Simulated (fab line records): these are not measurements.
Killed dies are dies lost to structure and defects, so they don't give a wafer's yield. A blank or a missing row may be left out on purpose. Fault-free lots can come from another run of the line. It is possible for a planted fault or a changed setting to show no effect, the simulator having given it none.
Split-lot study :: flow sfq-line :: 12 wafers read across 5 lots, on a route 325 steps long

THE SPLIT
At SFQ_TRILAYER_M0_LITHO_COAT_026 (resist thk 62 nm), the setting spin-rpm was moved away from the recipe's 3000 rpm on 5 of the 12 wafers read, by -4.1% to +3.9%. For the rest of the wafers, this setting stayed at what the recipe calls for.

FROM THE SPLIT TO THE READING: what the file shows between them, 3 steps
- SFQ_TRILAYER_M0_LITHO_COAT_021: resist thk 600 nm
- SFQ_TRILAYER_M0_LITHO_SOFTBAKE_025
- SFQ_TRILAYER_M0_LITHO_DEVELOP_023: time 60 s

THE READING
etch.depth-nm (the simulator's own value, which no gauge read), in nm, at SFQ_TRILAYER_M0_BARC_OPEN_METAL_ETCH_031 (etches BARC in O2, target depth 125 nm, time 41.7 s). The file gives no usual value for it. Average 62.12 nm, standard deviation 0.31 nm, over the 7 wafers here run with the recipe.

wafer: L078.4
tool, chamber at the split: litho-track-01, 0
spin-rpm as run, rpm: 2876
against the recipe: -4.1%
etch.depth-nm, nm: 63.59
against lot-mates on the recipe: no lot-mate on the recipe

wafer: L078.5
tool, chamber at the split: litho-track-01, 0
spin-rpm as run, rpm: 2876
against the recipe: -4.1%
etch.depth-nm, nm: 63.39
against lot-mates on the recipe: no lot-mate on the recipe

wafer: L079.3
tool, chamber at the split: litho-track-01, 0
spin-rpm as run, rpm: 3000
against the recipe: recipe
etch.depth-nm, nm: 62.05
against lot-mates on the recipe: -

wafer: L079.5
tool, chamber at the split: litho-track-01, 0
spin-rpm as run, rpm: 3112
against the recipe: +3.7%
etch.depth-nm, nm: 60.97
against lot-mates on the recipe: -1.08

wafer: L080.2
tool, chamber at the split: litho-track-04, 0
spin-rpm as run, rpm: 3000
against the recipe: recipe
etch.depth-nm, nm: 61.71
against lot-mates on the recipe: -

wafer: L080.3
tool, chamber at the split: litho-track-04, 0
spin-rpm as run, rpm: 3000
against the recipe: recipe
etch.depth-nm, nm: 61.63
against lot-mates on the recipe: -

wafer: L084.1
tool, chamber at the split: litho-track-01, 0
spin-rpm as run, rpm: 3000
against the recipe: recipe
etch.depth-nm, nm: 62.27
against lot-mates on the recipe: -

wafer: L084.2
tool, chamber at the split: litho-track-01, 0
spin-rpm as run, rpm: 3000
against the recipe: recipe
etch.depth-nm, nm: 62.35
against lot-mates on the recipe: -

wafer: L084.3
tool, chamber at the split: litho-track-01, 0
spin-rpm as run, rpm: 3000
against the recipe: recipe
etch.depth-nm, nm: 62.35
against lot-mates on the recipe: -

wafer: L085.1
tool, chamber at the split: litho-track-01, 0
spin-rpm as run, rpm: 3118
against the recipe: +3.9%
etch.depth-nm, nm: 61.05
against lot-mates on the recipe: -1.46

wafer: L085.3
tool, chamber at the split: litho-track-01, 0
spin-rpm as run, rpm: 3000
against the recipe: recipe
etch.depth-nm, nm: 62.51
against lot-mates on the recipe: -

wafer: L085.6
tool, chamber at the split: litho-track-01, 0
spin-rpm as run, rpm: 3118
against the recipe: +3.9%
etch.depth-nm, nm: 61.18
against lot-mates on the recipe: -1.33

THE FIT
A straight line over all 12 wafers: etch.depth-nm changes by -0.3 nm for each +1% of spin-rpm; r = -0.95; the points scatter about the line by 0.28 nm.
The same after taking each lot's own level away (the mean of its wafers on the recipe; 10 wafers): -0.335 nm for each +1%; r = -0.99; scatter 0.084 nm.
On that fit, the largest move of spin-rpm shifts the reading by 1.4 nm.
Across the lots, their own levels run from 61.670 to 62.510 nm, a range of 2.7 times the standard deviation given above.
So the lot-to-lot level changes the slope: the two fits differ.
Check: for one of the wafers moved furthest among these (+3.9%), held out of the fit, the line's prediction against its lot-mates is -1.24 nm. It came out at -1.46 nm against them.

THESE WAFERS: OTHER SPLITS
Note: prior to the reading, these wafers also went through further splits. Each is held against what the fit with the lots' levels taken away leaves over:
other split on the same wafers: SFQ_TRILAYER_L0_LITHO_COAT_010 resist-thk-nm
wafers away from the commonest value: 4
r with etch.depth-nm (lot level and that fit taken away): -0.53

other split on the same wafers: SFQ_TRILAYER_L0_LITHO_EXPOSE_006 dose-mj
wafers away from the commonest value: 2
r with etch.depth-nm (lot level and that fit taken away): -0.19

other split on the same wafers: SFQ_TRILAYER_L0_VIA_LITHO_COAT_013 spin-rpm
wafers away from the commonest value: 6
r with etch.depth-nm (lot level and that fit taken away): +0.20

other split on the same wafers: SFQ_TRILAYER_L0_VIA_LITHO_EXPOSE_014 dose-mj
wafers away from the commonest value: 6
r with etch.depth-nm (lot level and that fit taken away): -0.50

THE WHOLE CHAIN: every reading that the file lists as answering this split, in the file's order
step: SFQ_TRILAYER_M0_LITHO_COAT_026
what it does: resist thk 62 nm
reading: BARC_of_TRILAYER_M0_LITHO_COAT_026.thk-nm (the simulator's own value, which no gauge read)
change (the file's fit): -0.309 nm for each +1% of the setting
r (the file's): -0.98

step: SFQ_TRILAYER_M0_BARC_OPEN_METAL_ETCH_031
what it does: etches BARC in O2, target depth 125 nm, time 41.7 s
reading: etch.depth-nm (the simulator's own value, which no gauge read)
change (the file's fit): -0.327 nm for each +1% of the setting
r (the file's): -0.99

THE FILE'S OWN FIT
etch.depth-nm changes by -0.327 nm for each +1% of spin-rpm, r = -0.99.
